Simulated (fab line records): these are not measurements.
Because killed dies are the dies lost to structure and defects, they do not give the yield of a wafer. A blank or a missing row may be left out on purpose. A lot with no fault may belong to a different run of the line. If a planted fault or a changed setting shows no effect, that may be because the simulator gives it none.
Which tool was responsible? | flow sky130 | 12 lots with 36 wafers sampled at 5 steps, on a route of 708 steps

WHAT THE GAUGES READ, wafer by wafer
No reading from a measuring or inspecting step in the record can be judged against a usual standard deviation.

WHICH TOOL RAN EACH LOT (tool, then ch and the chambers of the sampled wafers, then the start)
lot  | SKY_VIA4_STRIP_13                   | SKY_VIA4_CLEAN_16              | SKY_METAL5_SPUTTER_00       | SKY_METAL5_DESCUM_14             | SKY_PAD_OPEN_PROBE_99
L935 | plasmaAsher-04 ch 0,1, day 42 20:47 | wetBench-04 ch 3, day 42 21:17 | pvdSputter-02, day 42 22:04 | rieMetal-02 ch 0,1, day 43 21:45 | prober-02, day 45 21:28
L937 | plasmaAsher-01 ch 0,1, day 43 20:48 | wetBench-03 ch 1, day 43 21:20 | pvdSputter-02, day 43 22:07 | rieMetal-03 ch 0,1, day 44 20:40 | prober-01, day 46 18:17
L940 | plasmaAsher-04 ch 0,1, day 44 10:00 | wetBench-04 ch 1, day 44 10:30 | pvdSputter-04, day 44 11:17 | rieMetal-04 ch 0,1, day 45 09:02 | prober-01, day 47 06:08
L944 | plasmaAsher-01 ch 0,1, day 45 11:24 | wetBench-04 ch 3, day 45 12:01 | pvdSputter-02, day 45 12:53 | rieMetal-02 ch 0,1, day 46 09:53 | prober-02, day 48 04:32
L945 | plasmaAsher-01 ch 0,1, day 45 15:30 | wetBench-04 ch 0, day 45 16:00 | pvdSputter-02, day 45 16:55 | rieMetal-04 ch 1, day 46 13:41   | prober-02, day 48 08:54
L946 | plasmaAsher-03 ch 0, day 46 06:51   | wetBench-03 ch 2, day 46 07:23 | pvdSputter-03, day 46 08:35 | rieMetal-03 ch 1, day 47 05:35   | prober-01, day 48 22:59
L949 | plasmaAsher-03 ch 0,1, day 46 22:48 | wetBench-02 ch 3, day 46 23:18 | pvdSputter-02, day 47 00:06 | rieMetal-03 ch 0,1, day 47 19:16 | prober-02, day 49 11:36
L951 | plasmaAsher-04 ch 0,1, day 47 10:23 | wetBench-04 ch 2, day 47 10:53 | pvdSputter-03, day 47 11:52 | rieMetal-02 ch 0,1, day 48 07:33 | prober-02, day 49 23:35
L955 | plasmaAsher-04 ch 0,1, day 48 02:56 | wetBench-04 ch 1, day 48 03:24 | pvdSputter-02, day 48 04:11 | rieMetal-02 ch 0,1, day 48 23:24 | prober-01, day 50 12:08
L954 | plasmaAsher-03 ch 0,1, day 48 03:26 | wetBench-04 ch 2, day 48 04:04 | pvdSputter-03, day 48 04:51 | rieMetal-04 ch 0,1, day 48 23:59 | prober-02, day 50 14:00
L957 | plasmaAsher-03 ch 0,1, day 49 09:06 | wetBench-02 ch 0, day 49 09:37 | pvdSputter-02, day 49 10:23 | rieMetal-02 ch 0,1, day 50 04:01 | prober-01, day 51 14:29
L958 | plasmaAsher-04 ch 0,1, day 49 11:30 | wetBench-02 ch 0, day 49 12:04 | pvdSputter-03, day 49 12:51 | rieMetal-04 ch 0,1, day 50 04:47 | prober-02, day 51 14:40
- SKY_VIA4_STRIP_13: strips in O2/N2.
- SKY_VIA4_CLEAN_16: cleans in O3/DIW.
- SKY_METAL5_SPUTTER_00: material Ti, target thk 15 nm, time 10 s.
- SKY_METAL5_DESCUM_14: chemistry O2, time 11 s.
- SKY_PAD_OPEN_PROBE_99

AS READ BY THE TOOLS THEMSELVES (means over the sampled wafers that have a number; for cases with no such wafer, the mark the record gives instead)
SKY_VIA4_STRIP_13.
lot  | tool           | drypumpMotorCurrentA (A) | oesProductAu (a.u.) | stripTimeToEndpointS (s)
L935 | plasmaAsher-04 | 6.2                      | 0.709               | 12.79
L937 | plasmaAsher-01 | 5.9                      | 0.709               | 12.79
L940 | plasmaAsher-04 | 6.2                      | 0.714               | 12.84
L944 | plasmaAsher-01 | 5.9                      | 0.707               | 12.82
L945 | plasmaAsher-01 | 5.9                      | 0.710               | 12.83
L946 | plasmaAsher-03 | 6.6                      | 0.707               | 12.78
L949 | plasmaAsher-03 | 5.8                      | 0.707               | 12.78
L951 | plasmaAsher-04 | 6.2                      | 0.706               | 12.81
L955 | plasmaAsher-04 | 6.0                      | 0.709               | 12.83
L954 | plasmaAsher-03 | 5.9                      | 0.708               | 12.79
L957 | plasmaAsher-03 | 5.9                      | 0.709               | 12.81
L958 | plasmaAsher-04 | 6.2                      | 0.711               | 12.81

SKY_METAL5_SPUTTER_00.
lot  | tool          | throttleValvePct (%)
L935 | pvdSputter-02 | 29.6
L937 | pvdSputter-02 | 28.4
L940 | pvdSputter-04 | 30.1
L944 | pvdSputter-02 | 28.9
L945 | pvdSputter-02 | 29.5
L946 | pvdSputter-03 | 29.4
L949 | pvdSputter-02 | 29.7
L951 | pvdSputter-03 | 29.8
L955 | pvdSputter-02 | 29.5
L954 | pvdSputter-03 | 29.8
L957 | pvdSputter-02 | 29.7
L958 | pvdSputter-03 | 29.3

SKY_METAL5_DESCUM_14.
lot  | tool        | drypumpMotorCurrentA (A) | oesProductAu (a.u.)
L935 | rieMetal-02 | 5.9                      | 1.000
L937 | rieMetal-03 | 5.6                      | 1.003
L940 | rieMetal-04 | 5.8                      | 1.004
L944 | rieMetal-02 | 5.7                      | 0.998
L945 | rieMetal-04 | 5.3                      | 1.004
L946 | rieMetal-03 | 5.9                      | 1.009
L949 | rieMetal-03 | 5.8                      | 1.005
L951 | rieMetal-02 | 5.7                      | 0.998
L955 | rieMetal-02 | 5.7                      | 1.002
L954 | rieMetal-04 | 5.6                      | 0.999
L957 | rieMetal-02 | 5.6                      | 1.003
L958 | rieMetal-04 | 5.8                      | 1.011

SKY_PAD_OPEN_PROBE_99.
lot  | tool      | defectLimitedYield (%) | killed_at_M0_to_M3 | killed_at_M4_up | killedAtContacts | killedAtFrontEnd | killedAtOther | killedDies | killedOpen | killedShort | sort_bin_3_pad_short (%) | sort_bin_5_function (%) | sort_bin_6_memory (%) | sortNPass | sortYieldPct (%)
L935 | prober-02 | 84.1                   | 40                 | 3.7             | 21               | 13               | 0.0           | 78         | 41         | 37          | 1.1                      | 9.9                     | 4.9                   | 414       | 84.1
L937 | prober-01 | 80.4                   | 50                 | 3.7             | 22               | 20               | 0.3           | 97         | 55         | 41          | 0.7                      | 11.9                    | 7.1                   | 395       | 80.4
L940 | prober-01 | 82.4                   | 44                 | 2.3             | 20               | 19               | 0.3           | 87         | 48         | 39          | 0.7                      | 11.3                    | 5.6                   | 405       | 82.4
L944 | prober-02 | 82.5                   | 45                 | 3.0             | 23               | 15               | 0.0           | 86         | 50         | 36          | 0.7                      | 10.2                    | 6.6                   | 406       | 82.5
L945 | prober-02 | 84.9                   | 35                 | 2.3             | 22               | 15               | 0.7           | 74         | 42         | 33          | 0.4                      | 8.9                     | 5.8                   | 418       | 84.9
L946 | prober-01 | 81.0                   | 40                 | 2.3             | 28               | 24               | 0.0           | 94         | 58         | 36          | 0.9                      | 10.7                    | 7.4                   | 398       | 81.0
L949 | prober-02 | 83.0                   | 45                 | 2.7             | 23               | 13               | 0.0           | 84         | 42         | 42          | 0.5                      | 9.5                     | 7.0                   | 408       | 83.0
L951 | prober-02 | 79.3                   | 46                 | 5.0             | 30               | 21               | 0.0           | 102        | 63         | 38          | 1.1                      | 12.1                    | 7.4                   | 390       | 79.3
L955 | prober-01 | 74.7                   | 39                 | 45.3            | 21               | 19               | 0.0           | 125        | 46         | 36          | 2.7                      | 15.6                    | 7.0                   | 367       | 74.7
L954 | prober-02 | 77.2                   | 39                 | 43.3            | 20               | 11               | 0.0           | 112        | 40         | 35          | 2.1                      | 14.4                    | 6.3                   | 380       | 77.2
L957 | prober-01 | 82.7                   | 47                 | 4.0             | 22               | 12               | 0.3           | 85         | 43         | 42          | 1.1                      | 9.9                     | 6.3                   | 407       | 82.7
L958 | prober-02 | 81.6                   | 43                 | 5.7             | 24               | 18               | 0.3           | 91         | 55         | 36          | 0.9                      | 11.2                    | 6.3                   | 401       | 81.6

THE ANSWER, worked out from the rows above alone
Rule: usual is defined by the lots themselves. Put in order of their means at a reading, lots are off if they are a third of the lots or fewer, leave a main group of 4 or more, and stand apart from it by a gap of 3 or more times the standard deviation of the main group's means; of several such gaps the widest counts. A main group whose means are all the same, to the digits that the tables above print for the reading, isn't used. A lot without any number at a reading at which 4 lots or more have one is off too. The other lots that the step has rows for count as sound. Order of review: gauges by route order, followed by the tools' own readings, for which a lot's mean as printed above is used. At the first step where some lot is off, the reading lying furthest off is the one used; lots without a number count as furthest.
Off at SKY_PAD_OPEN_PROBE_99 (killed_at_M4_up): L955, L954. For the main group the mean is 3.5 and the standard deviation 1.1.
A tool fits if, at that step or a process step before it, it ran every lot that is off, and no sound lot after the first of them. One candidate fits, namely wetBench-04 at SKY_VIA4_CLEAN_16. Its last sound lot is L951 (day 47 10:53), its first lot that is off L955 (day 48 03:24): a fault that began between those two fits.

WHAT HAD BEEN PUT IN BY THE SIMULATOR
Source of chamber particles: wetBench-04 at SKY_VIA4_CLEAN_16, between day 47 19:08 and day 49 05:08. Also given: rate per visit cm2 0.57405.
Struck lots among those shown: L955, L954. The rule above reached the same finding.
